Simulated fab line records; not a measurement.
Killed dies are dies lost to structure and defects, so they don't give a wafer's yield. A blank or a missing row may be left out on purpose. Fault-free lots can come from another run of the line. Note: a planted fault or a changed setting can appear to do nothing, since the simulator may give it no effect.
Split-lot trial / flow sfq_line / 5 lots, 23 wafers read, on a route of 325 steps

SPLIT DETAILS
At SFQ_TRILAYER_M5_LITHO_COAT_123 (resist thk 600 nm), the setting spin_rpm was moved away from the recipe's 3000 rpm on 6 of the 23 wafers read, by -7.0% to -3.4%. All remaining wafers had this setting at the recipe value.

FROM THE SPLIT TO THE READING: what the file shows between them, 3 steps
- SFQ_TRILAYER_M5_LITHO_SOFTBAKE_127
- SFQ_TRILAYER_M5_LITHO_EXPOSE_124: exposes mask M5, target cd 700 nm
- SFQ_TRILAYER_M5_BARC_OPEN_METAL_ETCH_161: etches BARC in O2, target depth 125 nm, time 41.7 s

THE READING
KrF_of_TRILAYER_M5_LITHO_COAT_123.thk_nm (the simulator's own value, which no gauge read), in nm, at SFQ_TRILAYER_M5_ETCH_METAL_ETCH_126 (etches Nb in Cl2/BCl3, stops on SiO2, time 203.2 s, target depth 265 nm). No usual value for it is given in the file. Here, 17 wafers ran the recipe; their average is 374.0 nm with a standard deviation of 1.5 nm.

wafer=L074.1; tool, chamber at the split=litho_track-03, 0; spin_rpm as run, rpm=3000; against the recipe=recipe; KrF_of_TRILAYER_M5_LITHO_COAT_123.thk_nm, nm=374.6; against lot-mates on the recipe=-
wafer=L074.4; tool, chamber at the split=litho_track-03, 0; spin_rpm as run, rpm=3000; against the recipe=recipe; KrF_of_TRILAYER_M5_LITHO_COAT_123.thk_nm, nm=373.4; against lot-mates on the recipe=-
wafer=L074.6; tool, chamber at the split=litho_track-03, 0; spin_rpm as run, rpm=3000; against the recipe=recipe; KrF_of_TRILAYER_M5_LITHO_COAT_123.thk_nm, nm=376.8; against lot-mates on the recipe=-
wafer=L077.1; tool, chamber at the split=litho_track-03, 0; spin_rpm as run, rpm=2789; against the recipe=-7.0%; KrF_of_TRILAYER_M5_LITHO_COAT_123.thk_nm, nm=397.8; against lot-mates on the recipe=+26.4
wafer=L077.2; tool, chamber at the split=litho_track-03, 0; spin_rpm as run, rpm=2789; against the recipe=-7.0%; KrF_of_TRILAYER_M5_LITHO_COAT_123.thk_nm, nm=395.5; against lot-mates on the recipe=+24.1
wafer=L077.4; tool, chamber at the split=litho_track-03, 0; spin_rpm as run, rpm=3000; against the recipe=recipe; KrF_of_TRILAYER_M5_LITHO_COAT_123.thk_nm, nm=372.2; against lot-mates on the recipe=-
wafer=L077.5; tool, chamber at the split=litho_track-03, 0; spin_rpm as run, rpm=2789; against the recipe=-7.0%; KrF_of_TRILAYER_M5_LITHO_COAT_123.thk_nm, nm=394.1; against lot-mates on the recipe=+22.7
wafer=L077.6; tool, chamber at the split=litho_track-03, 0; spin_rpm as run, rpm=3000; against the recipe=recipe; KrF_of_TRILAYER_M5_LITHO_COAT_123.thk_nm, nm=370.6; against lot-mates on the recipe=-
wafer=L080.1; tool, chamber at the split=litho_track-01, 0; spin_rpm as run, rpm=3000; against the recipe=recipe; KrF_of_TRILAYER_M5_LITHO_COAT_123.thk_nm, nm=374; against lot-mates on the recipe=-
wafer=L080.2; tool, chamber at the split=litho_track-01, 0; spin_rpm as run, rpm=3000; against the recipe=recipe; KrF_of_TRILAYER_M5_LITHO_COAT_123.thk_nm, nm=374; against lot-mates on the recipe=-
wafer=L080.3; tool, chamber at the split=litho_track-01, 0; spin_rpm as run, rpm=3000; against the recipe=recipe; KrF_of_TRILAYER_M5_LITHO_COAT_123.thk_nm, nm=374.4; against lot-mates on the recipe=-
wafer=L080.5; tool, chamber at the split=litho_track-01, 0; spin_rpm as run, rpm=3000; against the recipe=recipe; KrF_of_TRILAYER_M5_LITHO_COAT_123.thk_nm, nm=375.8; against lot-mates on the recipe=-
wafer=L080.6; tool, chamber at the split=litho_track-01, 0; spin_rpm as run, rpm=3000; against the recipe=recipe; KrF_of_TRILAYER_M5_LITHO_COAT_123.thk_nm, nm=374.6; against lot-mates on the recipe=-
wafer=L081.2; tool, chamber at the split=litho_track-02, 0; spin_rpm as run, rpm=2897; against the recipe=-3.4%; KrF_of_TRILAYER_M5_LITHO_COAT_123.thk_nm, nm=385; against lot-mates on the recipe=+11.7
wafer=L081.3; tool, chamber at the split=litho_track-02, 0; spin_rpm as run, rpm=3000; against the recipe=recipe; KrF_of_TRILAYER_M5_LITHO_COAT_123.thk_nm, nm=373.3; against lot-mates on the recipe=-
wafer=L081.6; tool, chamber at the split=litho_track-02, 0; spin_rpm as run, rpm=3000; against the recipe=recipe; KrF_of_TRILAYER_M5_LITHO_COAT_123.thk_nm, nm=373.3; against lot-mates on the recipe=-
wafer=L081.4; tool, chamber at the split=litho_track-02, 0; spin_rpm as run, rpm=2897; against the recipe=-3.4%; KrF_of_TRILAYER_M5_LITHO_COAT_123.thk_nm, nm=384.9; against lot-mates on the recipe=+11.6
wafer=L081.5; tool, chamber at the split=litho_track-02, 0; spin_rpm as run, rpm=2897; against the recipe=-3.4%; KrF_of_TRILAYER_M5_LITHO_COAT_123.thk_nm, nm=385.6; against lot-mates on the recipe=+12.3
wafer=L083.1; tool, chamber at the split=litho_track-03, 0; spin_rpm as run, rpm=3000; against the recipe=recipe; KrF_of_TRILAYER_M5_LITHO_COAT_123.thk_nm, nm=376.4; against lot-mates on the recipe=-
wafer=L083.2; tool, chamber at the split=litho_track-03, 0; spin_rpm as run, rpm=3000; against the recipe=recipe; KrF_of_TRILAYER_M5_LITHO_COAT_123.thk_nm, nm=371.5; against lot-mates on the recipe=-
wafer=L083.3; tool, chamber at the split=litho_track-03, 0; spin_rpm as run, rpm=3000; against the recipe=recipe; KrF_of_TRILAYER_M5_LITHO_COAT_123.thk_nm, nm=374; against lot-mates on the recipe=-
wafer=L083.4; tool, chamber at the split=litho_track-03, 0; spin_rpm as run, rpm=3000; against the recipe=recipe; KrF_of_TRILAYER_M5_LITHO_COAT_123.thk_nm, nm=374.7; against lot-mates on the recipe=-
wafer=L083.6; tool, chamber at the split=litho_track-03, 0; spin_rpm as run, rpm=3000; against the recipe=recipe; KrF_of_TRILAYER_M5_LITHO_COAT_123.thk_nm, nm=374.3; against lot-mates on the recipe=-

THE FIT
A straight line over all 23 wafers: KrF_of_TRILAYER_M5_LITHO_COAT_123.thk_nm changes by -3.12 nm for each +1% of spin_rpm; r = -0.98; the points scatter about the line by 1.5 nm.
The same after taking each lot's own level away (the mean of its wafers on the recipe; 23 wafers): -3.47 nm for each +1%; r = -0.99; scatter 1.2 nm.
The reading moves by 24 nm for the largest change in spin_rpm, on that fit.
The span of the lots' own levels, 371.40 to 374.93 nm, comes to 2.3 times the standard deviation stated above.
Consequently the slope shifts little with the lot-to-lot level, the two slopes agreeing.
Check: +23.6 nm against its lot-mates is what the line predicts for one of the wafers moved furthest among these (-7.0%) when that wafer is left out of the fit. Against them it came out at +26.4 nm.

ADDITIONAL SPLITS CARRIED BY THESE WAFERS
These wafers also went through other splits before the reading. Each is held against what the fit with the lots' levels taken away leaves over:
other split on the same wafers=SFQ_TRILAYER_JJ_CE_LITHO_EXPOSE_115 dose_mj; wafers away from the commonest value=8; r with KrF_of_TRILAYER_M5_LITHO_COAT_123.thk_nm (lot level and that fit taken away)=+0.02

THE WHOLE CHAIN: every reading that the file lists as answering this split, in the file's order
step=SFQ_TRILAYER_M5_LITHO_COAT_123; what it does=resist thk 600 nm; reading=KrF_of_TRILAYER_M5_LITHO_COAT_123.thk_nm (the simulator's own value, which no gauge read); change (the file's fit)=-3.28 nm for each +1% of the setting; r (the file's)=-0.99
step=SFQ_TRILAYER_M5_ETCH_METAL_ETCH_126; what it does=etches Nb in Cl2/BCl3, stops on SiO2, time 203.2 s, target depth 265 nm; reading=KrF_of_TRILAYER_M5_LITHO_COAT_123.thk_nm (the simulator's own value, which no gauge read); change (the file's fit)=-3.47 nm for each +1% of the setting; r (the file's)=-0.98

FILE'S OWN FIT
KrF_of_TRILAYER_M5_LITHO_COAT_123.thk_nm changes by -3.47 nm for each +1% of spin_rpm, r = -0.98.
